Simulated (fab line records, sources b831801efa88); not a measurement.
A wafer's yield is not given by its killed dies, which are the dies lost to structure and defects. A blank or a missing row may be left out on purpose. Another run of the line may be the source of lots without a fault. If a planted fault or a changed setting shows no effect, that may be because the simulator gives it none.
Chamber matching	flow sky130	rie-diel-01 running SKY_VIA2_ETCH_15: 4 sister chambers
The step etches SiO2 in C4F8/O2/Ar, stops on TiN, target depth 546 nm, time 84 s. 4 wafers are shown with their chamber, then 11 later ones without.

WAFERS PAIRED WITH THEIR CHAMBERS
wafer	chamber	oes-product-au (a.u.)
L085.2	0	0.938
L085.3	3	0.947
L085.5	2	0.942
L090.2	1	0.948

WAFERS WHOSE CHAMBER IS MISSING
wafer	oes-product-au (a.u.)
L090.4	0.942
L090.6	0.933
L089.1	0.933
L089.4	0.943
L089.6	0.946
L092.2	0.939
L092.3	0.938
L092.6	0.945
L096.2	0.948
L096.3	0.936
L096.4	0.930

WHICH CHAMBER EACH ONE RAN IN
wafer	from the rows above	in truth
L090.4	can't be placed: 2 or 0 or 3 or 1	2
L090.6	can't be placed: 0 or 2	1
L089.1	can't be placed: 0 or 2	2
L089.4	can't be placed: 2 or 3 or 0 or 1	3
L089.6	can't be placed: 3 or 1 or 2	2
L092.2	can't be placed: 0 or 2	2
L092.3	can't be placed: 0 or 2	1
L092.6	can't be placed: 3 or 1 or 2 or 0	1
L096.2	can't be placed: 1 or 3 or 2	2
L096.3	can't be placed: 0 or 2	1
L096.4	can't be placed: 0 or 2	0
Correctly placed: 0 of 11. From these rows, 11 cannot be placed; in 8 the true chamber is one of the candidates. Wrongly placed: 0.
How it was worked out, from the rows above alone: a wafer's distance from a chamber is the root of the sum, over the readings, of the square of ((its reading less the chamber's mean) divided by the reading's scatter). The wafer belongs to the nearest chamber; if the next one is less than 2 further off, it can't be placed. Each chamber's mean is taken over the wafers shown for it. The scatter (one wafer shown for each chamber): square how far every hidden wafer sits from the nearest shown wafer, average those squares and take the square root.
